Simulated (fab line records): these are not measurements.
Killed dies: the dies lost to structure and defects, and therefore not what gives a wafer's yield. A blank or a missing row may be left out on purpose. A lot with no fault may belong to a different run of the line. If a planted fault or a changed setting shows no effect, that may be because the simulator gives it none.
Struck lot and sound lot, side by side + flow sky130 + 16 steps out of a route of 708
Sound: these wafers, L292.3, L292.4, L292.5. Struck: wafers L298.2, L298.6 (left out: L298.3, a lot-mate that was not struck); the cause follows at the end.
For every step that has rows: the tool of each side, followed by ch and its chambers, followed by its first start. Under that, the readings that differ: sound wafers + struck wafers + difference of the means + sigmas: that difference in standard deviations of wafers without a fault.
alike: readings with means less than 2 such deviations apart, plus words and numbers identical on both sides. not compared: withheld readings, readings lacking a value on some wafer, bounds such as >300 that could conceal the same value, and numbers that have no deviation in the record and whose values overlap.
The two part at a step that has a row with sigmas, a row that says differs or no value, or rows on one side only. When numbers do not overlap yet have no deviation, they are printed without sigmas and do not part them. A reading that every wafer of one side lacks parts them only if that side has two wafers or more.

SKY_SD_N_OVL_MEAS_08:
  struck on overlay-02, day 30 19:23; sound on overlay-01, day 29 09:28
  alike: SD_N_OVL
then, 2 steps without rows for these wafers: SKY_SD_N_IMPLANT_09; SKY_SD_N_IMPLANT_10.
SKY_SD_N_STRIP_11: strips in O2/N2.
  sound on plasmaAsher-04 ch 0,1, day 29 09:50; struck on plasmaAsher-02 ch 0, day 30 19:43
  alike: drypumpMotorCurrentA, o2FlowSccm, oesProductAu, stripTimeToEndpointS
  not compared: rfHoursCounterH
SKY_SD_N_TW_MEAS_12:
  struck on filmMetro-04, day 30 19:49; sound on filmMetro-01, day 29 09:55
| reading | sound          | struck    | difference | sigmas |
|---------|----------------|-----------|------------|--------|
| SD_N_TW | 3956 3934 3944 | 4047 4032 | +95        | +2     |
then, 1 step without rows for these wafers: SKY_SD_N_CLEAN_13 (cleans in SC1/SC2, time 150 s).
SKY_SD_N_RTA_14: time 2 s.
  sound on rtpAnneal-01 ch 0, day 29 10:05; struck on rtpAnneal-01 ch 0, day 30 19:56
  alike: annealTempCMax, lampPowerPct, wafer_temp_C_max
SKY_SD_N_RS_MEAS_16: measures by four-point-probe.
  struck on filmMetro-02, day 30 20:07; sound on filmMetro-02, day 29 10:16
  alike: SD_N_RS
SKY_SD_N_RS_MEAS_17: measures by four-point-probe.
  struck on filmMetro-02, day 30 20:14; sound on filmMetro-02, day 29 10:23
  alike: SD_P_RS
SKY_SD_N_RS_MEAS_18: measures by four-point-probe.
  struck on filmMetro-02, day 30 20:21; sound on filmMetro-02, day 29 10:31
  alike: RES_XHIGH_RS
then, 1 step without rows for these wafers: SKY_SALICIDE_CLEAN_00 (cleans in HF-last, time 30 s).
SKY_LI_CONTACT_HDPCVD_00: deposits PSG, target thk 930 nm, time 155 s.
  sound on hdpcvd-02 ch 0,2, day 29 10:37; struck on hdpcvd-01 ch 2, day 30 20:28
| reading                                      | sound             | struck      | difference | sigmas |
|----------------------------------------------|-------------------|-------------|------------|--------|
| sih4FlowSccm (sccm)                          | 59.58 59.84 60.13 | 71.84 71.81 | +11.98     | +70    |
| model.PSG_of_LI_CONTACT_HDPCVD_00.thkNm (nm) | 931.8 943 929.5   | 1113 1118   | +181       |        |
SKY_LI_CONTACT_THK_MEAS_01:
  struck on filmMetro-02, day 30 20:35; sound on filmMetro-04, day 29 10:44
| reading                    | sound       | struck    | difference | sigmas |
|----------------------------|-------------|-----------|------------|--------|
| LI_CONTACT_HDPCVD_THK (nm) | 932 942 930 | 1113 1119 | +181       | +20    |
SKY_LI_CONTACT_CMP_02: polishes PSG.
  sound on cmp-01 ch 1,2, day 29 10:46; struck on cmp-01 ch 0,2, day 30 20:44
| reading             | sound          | struck    | difference | sigmas |
|---------------------|----------------|-----------|------------|--------|
| timeToEndpointS (s) | 36.4 35.8 34.0 | 51.9 53.1 | +17.1      | +8     |
  alike: motorCurrentA, retainingRingPressureFrac
SKY_LI_CONTACT_BOW_MEAS_03:
  struck on filmMetro-01, day 30 20:57; sound on filmMetro-01, day 29 11:07
  alike: LI_CONTACT_BOW
SKY_PAD_OPEN_PROBE_99:
  rows exist in the record for the sound wafers here (prober-01, day 46 17:41), none for the struck ones

## WHERE THEY PART
Earliest at SKY_SD_N_TW_MEAS_12; latest, in this record, at SKY_PAD_OPEN_PROBE_99.

WHY: what had been put in by the simulator
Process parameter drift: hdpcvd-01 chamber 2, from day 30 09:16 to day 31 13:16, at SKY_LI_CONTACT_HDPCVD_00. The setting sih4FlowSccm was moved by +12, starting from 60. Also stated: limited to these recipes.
